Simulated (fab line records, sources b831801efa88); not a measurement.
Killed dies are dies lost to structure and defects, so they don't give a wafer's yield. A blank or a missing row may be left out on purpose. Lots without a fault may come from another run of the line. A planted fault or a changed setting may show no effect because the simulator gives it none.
fab line records | flow sky130
record lots=5 wafers=15 last_day=49
route steps=708 shown CONTACT@408 METAL1@434
lots that met no fault: from a run of the same line without faults
start_h: hours from the record's first day to the start of the lot's first wafer shown | wait_h: hours since the lot's step before | " the same as in the row above | L1.1+2: a row that stands for several wafers | - no value, or no start given | * or withheld: withheld | < > ~ a bound
route shown NAME@n: a module of which the file shows steps, and the number in the route of the first | usual: mean/standard deviation of fault-free wafers | same: alike in all rows | chamber/n: place in a boat | sites: the reading at each site | _std_site: their standard deviation | _edge_site: outer sites' mean less inner sites' | radius_mm: how far each site lies from the wafer's centre | mask NAME#n: copy n | behind: the tool/chamber that last shaped the wafer | hold: why the lot was held/for how many hours/how that ended | device: the transistor (n, p or np) that didn't switch | end of line: the same wafers' tests at the end of the route | a step without rows: its recipe alone | killed: dies lost to structure and defects at the first sort, not the wafer's yield | map: a wafer's dies, x killed, . not, _ none there
set.NAME: the setting as run; set.NAME@STEP: as run at that earlier step | model.NAME: the simulator's own value behind a step, which no gauge read
lots at some steps of the route; a table a step, a row a wafer
services: from which hour (start_h, from the record's first day; less than 0 if before it) a tool's chamber was out of use, for how many hours, and why
## steps
# step SKY_CONTACT_HDPCVD_02
# recipe material=SiO2 target_thk_nm=565 sigma_open_frac=0.3 time_s=94.2 temp_c=600 sih4_flow_sccm=60 pressure_mtorr=6
# columns lot.wafer tool chamber start_h wait_h
L074.1+4+5 hdpcvd-02 1,2,1 708.02 0.1
L077.1+3+5 hdpcvd-01 2,1,2 736.95 0.1
L078.1+2+6 hdpcvd-02 2,1,0 741.78 0.1
L089.1+3+5 hdpcvd-02 2,0,1 823.12 0.1
L092.1+3+5 hdpcvd-02 1,0,0 846.21 0.1
# step SKY_CONTACT_THK_MEAS_03
# recipe reads=SiO2_of_CONTACT_HDPCVD_02
# usual CONTACT_HDPCVD_THK=567/6.2
# columns lot.wafer tool chamber start_h wait_h CONTACT_HDPCVD_THK[nm]
L074.1 film_metro-02 - 708.09 0.0 561
L074.4 " - " " 558
L074.5 " - " " 547
L077.1 film_metro-04 - 737.02 0.0 568
L077.3 " - " " 570
L077.5 " - " " 572
L078.1 film_metro-04 - 741.85 0.0 557
L078.2 " - " " 560
L078.6 " - " " 565
L089.1 film_metro-02 - 823.19 0.0 571
L089.3 " - " " 563
L089.5 " - " " 557
L092.1 film_metro-02 - 846.28 0.0 565
L092.3 " - " " 558
L092.5 " - " " 566
# step SKY_CONTACT_CMP_04
# recipe material=SiO2 down_force_psi=4 platen_rpm=60 pad_velocity_m_s=0.94248
# usual motor_current_A=11.6/0.83 time_to_endpoint_s=85/3.7
# columns lot.wafer tool chamber start_h wait_h motor_current_A time_to_endpoint_s
L074.4 cmp-02 1 708.15 0.0 12.7 79
L074.1 " 2 " " 12.0 82
L074.5 " 2 " " 12.3 76
L077.1 cmp-02 0 737.18 0.1 10.6 86
L077.3 " 1 " " 11.6 86
L077.5 " 2 " " 11.2 83
L078.1 cmp-02 2 741.96 0.1 11.6 81
L078.2 " 0 " " 10.9 81
L078.6 " 2 " " 11.7 81
L089.3 cmp-01 2 823.25 0.0 12.6 80
L089.1 " 0 " " 10.6 89
L089.5 " 3 " " 12.3 79
L092.1 cmp-01 3 846.34 0.1 11.5 81
L092.3 " 2 " " 13.1 78
L092.5 " 3 " " 12.7 83
# step SKY_CONTACT_BOW_MEAS_05
# recipe mode=bow
# usual CONTACT_BOW=80/6.8
# columns lot.wafer tool chamber start_h wait_h CONTACT_BOW[um]
L074.1 film_metro-04 - 708.45 0.2 77
L074.4 " - " " 85
L074.5 " - " " 84
L077.1 film_metro-04 - 737.38 0.1 79
L077.3 " - " " 75
L077.5 " - " " 71
L078.1 film_metro-02 - 742.21 0.2 81
L078.2 " - " " 82
L078.6 " - " " 83
L089.1 film_metro-03 - 823.55 0.1 85
L089.3 " - " " 80
L089.5 " - " " 74
L092.1 film_metro-04 - 846.64 0.2 74
L092.3 " - " " 86
L092.5 " - " " 78
# step SKY_CONTACT_DEHYDRATE_06
# recipe temp_c=200 time_s=60
# usual chill_plate_temp_C=23.02/0.11
# columns lot.wafer tool chamber start_h wait_h chill_plate_temp_C
L074.1 litho_track-01 0 721.73 13.3 23.01
L074.4 " 0 " " 23.14
L074.5 " 0 " " 22.98
L077.1 litho_track-02 0 750.78 13.4 23.02
L077.3 " 0 " " 23.07
L077.5 " 0 " " 22.93
L078.1 litho_track-04 0 755.54 13.3 23.15
L078.2 " 0 " " 23.13
L078.6 " 0 " " 23.01
L089.1 litho_track-02 0 836.03 12.5 23.07
L089.3 " 0 " " 23.12
L089.5 " 0 " " 23.15
L092.1 litho_track-02 0 859.23 12.6 23.04
L092.3 " 0 " " 23.10
L092.5 " 0 " " 23.03
# step SKY_CONTACT_HMDS_07
# recipe prime_time_s=60 prime_temp_c=120
# usual chill_plate_temp_C=22.98/0.1
# columns lot.wafer tool chamber start_h wait_h chill_plate_temp_C
L074.1 litho_track-01 0 721.88 0.1 23.06
L074.4 " 0 " " 22.96
L074.5 " 0 " " 23.01
L077.1 litho_track-02 0 750.93 0.1 22.99
L077.3 " 0 " " 22.86
L077.5 " 0 " " 23.07
L078.1 litho_track-04 0 755.69 0.1 22.91
L078.2 " 0 " " 23.00
L078.6 " 0 " " 22.97
L089.1 litho_track-02 0 836.18 0.1 23.08
L089.3 " 0 " " 23.01
L089.5 " 0 " " 23.21
L092.1 litho_track-02 0 859.38 0.1 22.99
L092.3 " 0 " " 22.85
L092.5 " 0 " " 22.88
# step SKY_CONTACT_COAT_08
# recipe resist=BARC temp_c=withheld time_s=withheld spin_rpm=3000 resist_thk_nm=60
# usual chill_plate_temp_C=*
# columns lot.wafer tool chamber start_h wait_h chill_plate_temp_C
L074.1 litho_track-01 0 722.03 0.1 *
L074.4 " 0 " " *
L074.5 " 0 " " *
L077.1 litho_track-02 0 751.08 0.1 *
L077.3 " 0 " " *
L077.5 " 0 " " *
L078.1 litho_track-04 0 755.84 0.1 *
L078.2 " 0 " " *
L078.6 " 0 " " *
L089.1 litho_track-02 0 836.33 0.1 *
L089.3 " 0 " " *
L089.5 " 0 " " *
L092.1 litho_track-02 0 859.53 0.1 *
L092.3 " 0 " " *
L092.5 " 0 " " *
# step SKY_CONTACT_COAT_09
# recipe resist=KrF-thick spin_rpm=3000 resist_thk_nm=450
# usual chill_plate_temp_C=23.02/0.11
# columns lot.wafer tool chamber start_h wait_h chill_plate_temp_C
L074.1 litho_track-01 0 - - 23.07
L074.4 " 0 " " 22.96
L074.5 " 0 " " 23.03
L077.1 litho_track-02 0 - - 23.09
L077.3 " 0 " " 23.09
L077.5 " 0 " " 23.10
L078.1 litho_track-04 0 - - 22.93
L078.2 " 0 " " 23.07
L078.6 " 0 " " 23.16
L089.1 litho_track-02 0 - - 22.94
L089.3 " 0 " " 23.11
L089.5 " 0 " " 22.99
L092.1 litho_track-02 0 - - 23.01
L092.3 " 0 " " 23.24
L092.5 " 0 " " 23.13
# step SKY_CONTACT_SOFTBAKE_10
# recipe temp_c=100 time_s=90 resist=KrF-thick
# usual chill_plate_temp_C=23.00/0.1
# columns lot.wafer tool chamber start_h wait_h chill_plate_temp_C
L074.1 litho_track-01 0 - - 23.02
L074.4 " 0 " " 22.92
L074.5 " 0 " " 22.99
L077.1 litho_track-02 0 - - 22.99
L077.3 " 0 " " 22.98
L077.5 " 0 " " 22.99
L078.1 litho_track-04 0 - - 23.11
L078.2 " 0 " " 22.91
L078.6 " 0 " " 22.96
L089.1 litho_track-02 0 - - 23.00
L089.3 " 0 " " 22.98
L089.5 " 0 " " 23.04
L092.1 litho_track-02 0 - - 22.98
L092.3 " 0 " " 23.06
L092.5 " 0 " " 22.96
# step SKY_CONTACT_EXPOSE_11
# recipe mask_id=CTM1 na=0.8 source_shape=annular sigma_inner=0.55 sigma_outer=0.85 target_cd_nm=170 dose_mj=38
# usual exposure_dose_mJ_cm2=37.96/0.042
# same na=0.8
# columns lot.wafer tool chamber start_h wait_h mask exposure_dose_mJ_cm2
L074.1 krf_scanner-01 0 - - CTM1#0 38.00
L074.4 " 0 " " CTM1#0 37.94
L074.5 " 0 " " CTM1#0 37.97
L077.1 krf_scanner-01 0 - - CTM1#0 37.89
L077.3 " 0 " " CTM1#0 37.87
L077.5 " 0 " " CTM1#0 37.94
L078.1 krf_scanner-02 0 - - CTM1#0 37.93
L078.2 " 0 " " CTM1#0 37.96
L078.6 " 0 " " CTM1#0 37.96
L089.1 krf_scanner-01 0 - - CTM1#0 37.97
L089.3 " 0 " " CTM1#0 37.95
L089.5 " 0 " " CTM1#0 37.93
L092.1 krf_scanner-01 0 - - CTM1#0 37.91
L092.3 " 0 " " CTM1#0 37.96
L092.5 " 0 " " CTM1#0 37.86
# step SKY_CONTACT_PEB_12
# recipe peb_temp_c=withheld peb_time_s=withheld resist=KrF-thick
# usual chill_plate_temp_C=*
# columns lot.wafer tool chamber start_h wait_h chill_plate_temp_C
L074.1 litho_track-01 0 - - *
L074.4 " 0 " " *
L074.5 " 0 " " *
L077.1 litho_track-01 0 - - *
L077.3 " 0 " " *
L077.5 " 0 " " *
L078.1 litho_track-01 0 - - *
L078.2 " 0 " " *
L078.6 " 0 " " *
L089.1 litho_track-02 0 - - *
L089.3 " 0 " " *
L089.5 " 0 " " *
L092.1 litho_track-01 0 - - *
L092.3 " 0 " " *
L092.5 " 0 " " *
# step SKY_CONTACT_DEVELOP_13
# recipe develop_time_s=60 resist=KrF-thick dev_temp_c=21
# usual chill_plate_temp_C=23.00/0.1
# columns lot.wafer tool chamber start_h wait_h chill_plate_temp_C
L074.1 litho_track-01 0 - - 22.99
L074.4 " 0 " " 23.02
L074.5 " 0 " " 23.10
L077.1 litho_track-01 0 - - 23.05
L077.3 " 0 " " 23.03
L077.5 " 0 " " 23.01
L078.1 litho_track-01 0 - - 23.11
L078.2 " 0 " " 23.09
L078.6 " 0 " " 23.13
L089.1 litho_track-02 0 - - 23.07
L089.3 " 0 " " 22.91
L089.5 " 0 " " 22.85
L092.1 litho_track-01 0 - - 22.87
L092.3 " 0 " " 22.89
L092.5 " 0 " " 22.85
# step SKY_CONTACT_CD_MEAS_14
# recipe target_cd_nm=170
# usual cd_nm=170.1/1.5
# columns lot.wafer tool chamber start_h wait_h cd_nm
L074.1 cd_sem-02 - 735.43 - 168.8
L074.4 " - " " 166.9
L074.5 " - " " 168.5
L077.1 cd_sem-01 - 764.83 - 170.0
L077.3 " - " " 168.9
L077.5 " - " " 170.2
L078.1 cd_sem-01 - 768.88 - 172.1
L078.2 " - " " 170.7
L078.6 " - " " 170.8
L089.1 cd_sem-01 - 849.43 - 167.7
L089.3 " - " " 168.8
L089.5 " - " " 168.9
L092.1 cd_sem-01 - 872.63 - 170.8
L092.3 " - " " 170.5
L092.5 " - " " 171.3
# step SKY_CONTACT_OVL_MEAS_15
# usual CONTACT_OVL=-2/5.2
# columns lot.wafer tool chamber start_h wait_h CONTACT_OVL[nm]
L074.1 overlay-01 - 735.55 0.1 -4
L074.4 " - " " 1
L074.5 " - " " -2
L077.1 overlay-02 - 764.95 0.1 6
L077.3 " - " " 3
L077.5 " - " " 1
L078.1 overlay-01 - 769.00 0.1 -1
L078.2 " - " " -4
L078.6 " - " " -1
L089.1 overlay-02 - 849.55 0.1 0
L089.3 " - " " -4
L089.5 " - " " -9
L092.1 overlay-01 - 872.75 0.1 -14
L092.3 " - " " -1
L092.5 " - " " -1
# step SKY_CONTACT_ETCH_16
# recipe chemistry=N2/H2 target=BARC ion_energy_ev=200 source_w=500 bias_w=100 pressure_mtorr=30 n2_flow_sccm=100 h2_flow_sccm=200 stop_on=SiO2 time_s=45.9 target_depth_a=600
# usual chamber_pressure_mTorr=30.000/0.025 drypump_motor_current_A=6.0/0.33 oes_product_au=0.855/0.0047 throttle_valve_pct=13.225/0.0092
# columns lot.wafer tool chamber start_h wait_h chamber_pressure_mTorr drypump_motor_current_A oes_product_au rf_hours_counter_h throttle_valve_pct
L074.1 rie_diel-02 3 735.59 0.0 29.979 5.9 0.852 10 13.216
L074.4 " 0 " " 30.020 5.7 0.854 30 13.233
L074.5 " 1 " " 29.976 6.3 0.850 - 13.227
L077.1 rie_diel-01 0 764.99 0.0 30.027 5.7 0.862 24 13.228
L077.3 " 3 " " 30.026 6.5 0.854 36 13.222
L077.5 " 1 " " 29.993 5.5 0.852 - 13.218
L078.1 rie_diel-01 2 769.04 0.0 30.013 6.0 0.855 0 13.239
L078.2 " 0 " " 29.998 5.7 0.851 24 13.214
L078.6 " 3 " " 29.998 6.5 0.858 - 13.227
L089.1 rie_diel-03 3 849.58 0.0 30.030 6.2 0.849 9 13.230
L089.3 " 2 " " 29.987 5.9 0.853 10 13.225
L089.5 " 3 " " 30.021 6.2 0.858 - 13.224
L092.1 rie_diel-03 2 872.79 0.0 30.033 5.9 0.863 10 13.232
L092.3 " 1 " " 29.963 5.6 0.857 13 13.215
L092.5 " 0 " " 29.960 6.4 0.859 - 13.223
# step SKY_CONTACT_ETCH_17
# recipe target=SiO2 chemistry=C4F8/O2/Ar stop_on=Si3N4 mask_material=KrF-thick source_w=1500 bias_w=1200 pressure_mtorr=40 c4f8_flow_sccm=withheld O2_flow_sccm=6 Ar_flow_sccm=300 time_s=withheld target_depth_a=3400
# usual chamber_pressure_mTorr=40.00/0.04 oes_product_au=0.893/0.0042
# columns lot.wafer tool chamber start_h wait_h chamber_pressure_mTorr oes_product_au
L074.1 rie_diel-02 3 735.63 0.0 40.02 0.885
L074.4 " 0 " " 39.96 0.891
L074.5 " 1 " " 39.92 0.893
L077.1 rie_diel-01 0 765.03 0.0 40.02 0.891
L077.3 " 3 " " 40.02 0.888
L077.5 " 1 " " 40.04 0.896
L078.1 rie_diel-01 2 769.08 0.0 40.00 0.883
L078.2 " 0 " " 40.02 0.893
L078.6 " 3 " " 40.01 0.893
L089.1 rie_diel-03 3 849.63 0.0 40.00 0.885
L089.3 " 2 " " 39.97 0.884
L089.5 " 3 " " 40.07 0.896
L092.1 rie_diel-03 2 872.83 0.0 40.04 0.893
L092.3 " 1 " " 40.10 0.894
L092.5 " 0 " " 40.04 0.889
# step SKY_CONTACT_ETCH_18
# recipe target=Si3N4 chemistry=CHF3/O2 stop_on=TiN source_w=600 bias_w=200 pressure_mtorr=40 chf3_flow_sccm=50 O2_flow_sccm=5 time_s=39 target_depth_a=750
# usual chamber_pressure_mTorr=40.00/0.036 drypump_motor_current_A=6.0/0.33 oes_product_au=0.854/0.0068 throttle_valve_pct=8.793/0.0091
# columns lot.wafer tool chamber start_h wait_h chamber_pressure_mTorr drypump_motor_current_A oes_product_au rf_hours_counter_h throttle_valve_pct
L074.1 rie_diel-02 3 - - 40.00 5.9 0.852 10 8.793
L074.4 " 0 " " 40.03 5.7 0.856 30 8.797
L074.5 " 1 " " 40.04 6.2 0.861 - 8.792
L077.1 rie_diel-01 0 - - 39.98 5.7 0.842 24 8.774
L077.3 " 3 " " 39.98 6.4 0.856 36 8.789
L077.5 " 1 " " 39.97 5.4 0.846 - 8.787
L078.1 rie_diel-01 2 - - 40.01 6.0 0.848 1 8.784
L078.2 " 0 " " 39.95 5.7 0.827 24 8.788
L078.6 " 3 " " 40.02 6.5 0.858 - 8.778
L089.1 rie_diel-03 3 - - 40.02 6.2 0.865 9 8.789
L089.3 " 2 " " 39.98 5.9 0.854 10 8.798
L089.5 " 3 " " 40.02 6.1 0.863 - 8.803
L092.1 rie_diel-03 2 - - 39.99 5.9 0.849 10 8.800
L092.3 " 1 " " 40.04 5.6 0.860 13 8.827
L092.5 " 0 " " 40.01 6.4 0.856 - 8.795
# step SKY_CONTACT_STRIP_19
# recipe chemistry=O2/N2 power_w=1400 pressure_mtorr=1500 platen_temp_c=withheld o2_flow_sccm=3000 n2_flow_sccm=300 overash_fraction=0.5
# usual chamber_pressure_mTorr=1500.1/1.3 drypump_motor_current_A=5.7/0.33 oes_product_au=0.381/0.0045 strip_time_to_endpoint_s=3.626/0.03
# columns lot.wafer tool chamber start_h wait_h chamber_pressure_mTorr drypump_motor_current_A oes_product_au rf_hours_counter_h strip_time_to_endpoint_s
L074.1 plasma_asher-01 0 735.72 - 1500.5 5.2 0.381 29 3.636
L074.4 " 0 " " 1499.8 5.3 0.382 - 3.664
L074.5 " 1 " " 1500.9 5.6 0.388 - 3.642
L077.1 plasma_asher-01 0 765.12 - 1500.6 5.3 0.382 32 3.632
L077.3 " 0 " " 1500.0 5.3 0.382 - 3.628
L077.5 " 1 " " 1500.3 5.6 0.390 - 3.681
L078.1 plasma_asher-04 1 769.17 - 1499.3 6.2 0.383 2 3.612
L078.2 " 0 " " 1503.3 5.9 0.383 2 3.595
L078.6 " 1 " " 1501.6 6.1 0.376 - 3.622
L089.1 plasma_asher-04 1 849.72 - 1500.5 6.2 0.381 10 3.643
L089.3 " 1 " " 1502.0 6.2 0.378 - 3.624
L089.5 " 0 " " 1497.6 5.9 0.377 - 3.639
L092.1 plasma_asher-04 0 872.92 - 1498.3 5.9 0.389 13 3.566
L092.3 " 1 " " 1499.7 6.2 0.382 - 3.622
L092.5 " 1 " " 1499.6 6.2 0.379 - 3.569
# step SKY_CONTACT_STRIP_20
# recipe chemistry=post_etch_residue_remover time_s=1200 temp_c=72.5
# columns lot.wafer tool chamber start_h wait_h
L074.1+4+5 wet_bench-01 2 735.82 0.1
L077.1+3+5 wet_bench-02 3 765.22 0.1
L078.1+2+6 wet_bench-03 3 769.27 0.1
L089.1+3+5 wet_bench-01 3 849.82 0.1
L092.1+3+5 wet_bench-03 2 873.02 0.1
# step SKY_CONTACT_CLEAN_21
# recipe chemistry=IPA time_s=180 temp_c=25
# columns lot.wafer tool chamber start_h wait_h
L074.1+4+5 wet_bench-02 1 736.16 0.0
L077.1+3+5 wet_bench-03 0 765.56 0.0
L078.1+2+6 wet_bench-03 0 769.61 0.0
L089.1+3+5 wet_bench-02 3 850.19 0.0
L092.1+3+5 wet_bench-02 0 873.39 0.0
# step SKY_CONTACT_CLEAN_22
# recipe chemistry=O3/DIW dry=n2_spin
# columns lot.wafer tool chamber start_h wait_h
L074.1+4+5 wet_bench-03 1 736.22 0.0
L077.1+3+5 wet_bench-03 3 765.62 0.0
L078.1+2+6 wet_bench-03 0 769.67 0.0
L089.1+3+5 wet_bench-03 3 850.25 0.0
L092.1+3+5 wet_bench-01 0 873.45 0.0
# step SKY_CONTACT_SPUTTER_23
# recipe material=TiN target_thk_nm=20 chamber_pressure_pa=5 power_w=4000 time_s=80
# usual throttle_valve_pct=30.0/1.2
# columns lot.wafer tool chamber start_h wait_h throttle_valve_pct
L074.1 pvd_sputter-02 - 736.31 0.0 29.8
L074.4 " - " " 28.3
L074.5 " - " " 29.4
L077.1 pvd_sputter-01 - 765.71 0.0 29.8
L077.3 " - " " 30.4
L077.5 " - " " 30.1
L078.1 pvd_sputter-04 - 769.76 0.0 30.3
L078.2 " - " " 32.3
L078.6 " - " " 29.4
L089.1 pvd_sputter-04 - 850.34 0.0 29.5
L089.3 " - " " 30.5
L089.5 " - " " 32.3
L092.1 pvd_sputter-04 - 873.55 0.0 29.9
L092.3 " - " " 32.5
L092.5 " - " " 30.7
# step SKY_CONTACT_CVD_24
# recipe material=W target_thk_nm=340 time_s=102.12 temp_c=400 pressure_torr=40
# usual heater_power_w=804/36
# columns lot.wafer tool chamber start_h wait_h heater_power_w
L074.1 cvd_w-01 0 736.38 0.0 755
L074.4 " 1 " " 826
L074.5 " 1 " " 854
L077.1 cvd_w-02 1 765.77 0.0 807
L077.3 " 1 " " 846
L077.5 " 0 " " 780
L078.1 cvd_w-02 1 769.82 0.0 800
L078.2 " 0 " " 777
L078.6 " 1 " " 830
L089.1 cvd_w-01 1 850.40 0.0 835
L089.3 " 0 " " 764
L089.5 " 1 " " 822
L092.1 cvd_w-01 1 873.61 0.0 811
L092.3 " 1 " " 829
L092.5 " 1 " " 828
# step SKY_CONTACT_RS_MEAS_25
# recipe thk_meas_gauge=four-point-probe reads=W_of_CONTACT_CVD_24+TiN_of_CONTACT_SPUTTER_23
# usual CONTACT_W_RS=0.339/0.0039
# columns lot.wafer tool chamber start_h wait_h CONTACT_W_RS[ohm/sq]
L074.1 film_metro-03 - 736.49 0.1 0.334
L074.4 " - " " 0.335
L074.5 " - " " 0.333
L077.1 film_metro-04 - 765.88 0.1 0.342
L077.3 " - " " 0.342
L077.5 " - " " 0.338
L078.1 film_metro-04 - 769.93 0.1 0.345
L078.2 " - " " 0.344
L078.6 " - " " 0.345
L089.1 film_metro-02 - 850.51 0.1 0.343
L089.3 " - " " 0.340
L089.5 " - " " 0.338
L092.1 film_metro-04 - 873.72 0.1 0.336
L092.3 " - " " 0.339
L092.5 " - " " 0.343
# step SKY_CONTACT_THK_MEAS_26
# recipe thk_meas_gauge=xrf reads=W_of_CONTACT_CVD_24
# usual CONTACT_W_THK=343/4.8
# columns lot.wafer tool chamber start_h wait_h CONTACT_W_THK[nm]
L074.1 film_metro-03 - 736.61 0.1 349
L074.4 " - " " 348
L074.5 " - " " 353
L077.1 film_metro-04 - 766.00 0.1 338
L077.3 " - " " 337
L077.5 " - " " 340
L078.1 film_metro-04 - 770.05 0.1 337
L078.2 " - " " 340
L078.6 " - " " 336
L089.1 film_metro-02 - 850.63 0.1 342
L089.3 " - " " 347
L089.5 " - " " 346
L092.1 film_metro-04 - 873.84 0.1 345
L092.3 " - " " 341
L092.5 " - " " 338
# step SKY_CONTACT_CMP_27
# recipe stop_on=SiO2 t_overpolish_s=15 down_force_psi=3.5 platen_rpm=60 target_thk_nm=0 pad_velocity_m_s=0.94248
# usual motor_current_A=10.7/0.73 overpolish_run_s=14.999/0.0084 time_to_endpoint_s=83/3.1
# columns lot.wafer tool chamber start_h wait_h motor_current_A overpolish_run_s time_to_endpoint_s
L074.4 cmp-01 2 736.67 0.0 11.3 15.013 76
L074.1 " 0 " " 9.9 14.996 78
L074.5 " 2 " " 12.3 15.004 82
L077.1 cmp-02 3 766.06 0.1 9.8 14.990 77
L077.3 " 1 " " 11.5 14.989 80
L077.5 " 0 " " 10.0 14.997 80
L078.1 cmp-01 1 770.11 0.1 9.8 14.996 84
L078.2 " 0 " " 9.9 14.990 87
L078.6 " 1 " " 10.5 14.988 85
L089.1 cmp-01 3 850.74 0.1 10.8 14.992 81
L089.3 " 1 " " 10.1 14.993 81
L089.5 " 2 " " 11.9 15.007 81
L092.3 cmp-02 0 873.90 0.0 9.9 14.996 84
L092.1 " 3 " " 10.2 15.011 80
L092.5 " 1 " " 11.3 14.984 83
# step SKY_METAL1_SPUTTER_00
# recipe material=Ti target_thk_nm=15 power_w=3000 time_s=10 chamber_pressure_pa=0.4
# usual throttle_valve_pct=30.0/0.91
# columns lot.wafer tool chamber start_h wait_h throttle_valve_pct
L074.1 pvd_sputter-03 - 736.97 0.1 30.1
L074.4 " - " " 31.5
L074.5 " - " " 29.7
L077.1 pvd_sputter-04 - 766.36 0.2 30.5
L077.3 " - " " 30.0
L077.5 " - " " 30.7
L078.1 pvd_sputter-03 - 770.41 0.2 29.7
L078.2 " - " " 30.4
L078.6 " - " " 29.9
L089.1 pvd_sputter-01 - 850.99 0.2 28.2
L089.3 " - " " 30.7
L089.5 " - " " 29.7
L092.1 pvd_sputter-03 - 874.20 0.1 31.4
L092.3 " - " " 29.6
L092.5 " - " " 29.5
# step SKY_METAL1_SPUTTER_01
# recipe material=TiN target_thk_nm=20 power_w=6500 time_s=16.7 chamber_pressure_pa=0.4
# usual throttle_valve_pct=30.0/0.93
# columns lot.wafer tool chamber start_h wait_h throttle_valve_pct
L074.1 pvd_sputter-03 - 736.99 0.0 30.3
L074.4 " - " " 31.5
L074.5 " - " " 29.5
L077.1 pvd_sputter-04 - 766.38 0.0 30.5
L077.3 " - " " 30.0
L077.5 " - " " 30.4
L078.1 pvd_sputter-03 - 770.43 0.0 29.8
L078.2 " - " " 30.4
L078.6 " - " " 29.6
L089.1 pvd_sputter-01 - 851.01 0.0 28.3
L089.3 " - " " 30.3
L089.5 " - " " 29.9
L092.1 pvd_sputter-03 - 874.22 0.0 31.5
L092.3 " - " " 29.7
L092.5 " - " " 29.7
# step SKY_METAL1_SPUTTER_02
# recipe material=AlCu target_thk_nm=250 power_w=10600 time_s=13.3 chamber_pressure_pa=0.4
# usual throttle_valve_pct=30.0/0.92
# columns lot.wafer tool chamber start_h wait_h throttle_valve_pct
L074.1 pvd_sputter-03 - 737.01 0.0 30.1
L074.4 " - " " 31.2
L074.5 " - " " 29.5
L077.1 pvd_sputter-04 - 766.41 0.0 30.5
L077.3 " - " " 30.1
L077.5 " - " " 30.5
L078.1 pvd_sputter-03 - 770.46 0.0 29.4
L078.2 " - " " 30.1
L078.6 " - " " 29.4
L089.1 pvd_sputter-01 - 851.04 0.0 28.4
L089.3 " - " " 30.4
L089.5 " - " " 29.7
L092.1 pvd_sputter-03 - 874.25 0.0 31.4
L092.3 " - " " 29.7
L092.5 " - " " 29.2
# step SKY_METAL1_SPUTTER_03
# recipe material=Ti target_thk_nm=5 power_w=3000 time_s=3.3 chamber_pressure_pa=0.4
# usual throttle_valve_pct=30.0/0.96
# columns lot.wafer tool chamber start_h wait_h throttle_valve_pct
L074.1 pvd_sputter-03 - 737.04 0.0 30.2
L074.4 " - " " 31.9
L074.5 " - " " 29.6
L077.1 pvd_sputter-04 - 766.43 0.0 30.6
L077.3 " - " " 30.4
L077.5 " - " " 30.2
L078.1 pvd_sputter-03 - 770.48 0.0 29.6
L078.2 " - " " 30.1
L078.6 " - " " 29.7
L089.1 pvd_sputter-01 - 851.07 0.0 28.4
L089.3 " - " " 30.5
L089.5 " - " " 30.0
L092.1 pvd_sputter-03 - 874.27 0.0 31.3
L092.3 " - " " 29.6
L092.5 " - " " 29.4
# step SKY_METAL1_SPUTTER_04
# recipe material=TiN target_thk_nm=70 power_w=6500 time_s=58.3 chamber_pressure_pa=0.4
# usual throttle_valve_pct=30.0/0.93
# columns lot.wafer tool chamber start_h wait_h throttle_valve_pct
L074.1 pvd_sputter-03 - 737.06 0.0 30.4
L074.4 " - " " 31.6
L074.5 " - " " 29.6
L077.1 pvd_sputter-04 - 766.45 0.0 30.5
L077.3 " - " " 30.3
L077.5 " - " " 30.6
L078.1 pvd_sputter-03 - 770.50 0.0 29.5
L078.2 " - " " 30.5
L078.6 " - " " 29.5
L089.1 pvd_sputter-01 - 851.09 0.0 28.5
L089.3 " - " " 30.5
L089.5 " - " " 30.1
L092.1 pvd_sputter-03 - 874.29 0.0 31.4
L092.3 " - " " 29.5
L092.5 " - " " 29.4
# step SKY_METAL1_RS_MEAS_05
# recipe thk_meas_gauge=four-point-probe reads=TiN_of_METAL1_SPUTTER_04+Ti_of_METAL1_SPUTTER_03+AlCu_of_METAL1_SPUTTER_02+TiN_of_METAL1_SPUTTER_01+Ti_of_METAL1_SPUTTER_00
# usual METAL1_ALCU_RS=0.1260/0.0013
# columns lot.wafer tool chamber start_h wait_h METAL1_ALCU_RS[ohm/sq]
L074.1 film_metro-01 - 737.11 0.0 0.1262
L074.4 " - " " 0.1262
L074.5 " - " " 0.1265
L077.1 film_metro-01 - 766.50 0.0 0.1267
L077.3 " - " " 0.1270
L077.5 " - " " 0.1254
L078.1 film_metro-01 - 770.55 0.0 0.1264
L078.2 " - " " 0.1266
L078.6 " - " " 0.1274
L089.1 film_metro-03 - 851.15 0.0 0.1251
L089.3 " - " " 0.1246
L089.5 " - " " 0.1250
L092.1 film_metro-04 - 874.34 0.0 0.1249
L092.3 " - " " 0.1255
L092.5 " - " " 0.1247
# step SKY_METAL1_THK_MEAS_06
# recipe thk_meas_gauge=xrf reads=AlCu_of_METAL1_SPUTTER_02
# usual METAL1_ALCU_THK=249.8/2.7
# columns lot.wafer tool chamber start_h wait_h METAL1_ALCU_THK[nm]
L074.1 film_metro-01 - 737.23 0.1 247.5
L074.4 " - " " 249.6
L074.5 " - " " 248.0
L077.1 film_metro-01 - 766.62 0.1 248.7
L077.3 " - " " 247.2
L077.5 " - " " 249.7
L078.1 film_metro-01 - 770.67 0.1 249.3
L078.2 " - " " 248.3
L078.6 " - " " 246.6
L089.1 film_metro-03 - 851.27 0.1 251.6
L089.3 " - " " 256.7
L089.5 " - " " 252.3
L092.1 film_metro-04 - 874.46 0.1 250.7
L092.3 " - " " 250.7
L092.5 " - " " 252.2
# step SKY_METAL1_DEHYDRATE_07
# recipe temp_c=200 time_s=60
# usual chill_plate_temp_C=23.00/0.098
# columns lot.wafer tool chamber start_h wait_h chill_plate_temp_C
L074.1 litho_track-04 0 750.09 12.9 22.95
L074.4 " 0 " " 23.00
L074.5 " 0 " " 23.09
L077.1 litho_track-04 0 778.89 12.3 22.81
L077.3 " 0 " " 23.04
L077.5 " 0 " " 23.05
L078.1 litho_track-04 0 783.09 12.4 23.07
L078.2 " 0 " " 22.94
L078.6 " 0 " " 23.00
L089.1 litho_track-03 0 863.90 12.6 23.03
L089.3 " 0 " " 23.16
L089.5 " 0 " " 22.93
L092.1 litho_track-04 0 886.69 12.2 22.92
L092.3 " 0 " " 23.10
L092.5 " 0 " " 23.15
## services
# columns tool chamber start_h hours kind
rie_diel-01 - 685.02 37.6 repair
pvd_sputter-01 - 686.49 13.0 repair
krf_scanner-01 - 693.49 0.8 pm
krf_scanner-01 - 698.82 0.5 repair
krf_scanner-01 - 705.12 4.0 pm
rie_diel-01 3 708.05 5.1 repair
rie_diel-01 1 720.66 10.7 repair
krf_scanner-01 - 741.91 4.4 pm
cmp-02 - 744.23 4.0 pm
cmp-02 - 748.23 5.8 pm
rie_diel-01 - 755.00 0.5 repair
pvd_sputter-03 - 763.60 1.4 repair
pvd_sputter-01 - 767.06 4.4 repair
cmp-02 - 771.17 0.5 repair
cmp-02 - 782.75 1.2 repair
rie_diel-03 1 788.56 5.6 repair
cmp-01 - 801.32 4.3 repair
pvd_sputter-01 - 806.28 0.7 repair
pvd_sputter-04 - 816.39 3.8 repair
pvd_sputter-03 - 824.07 3.8 repair
cmp-01 - 838.50 3.7 repair
cmp-02 - 848.53 23.0 pm
pvd_sputter-01 - 858.52 5.7 repair
rie_diel-03 2 861.14 5.7 repair
## key
fault none
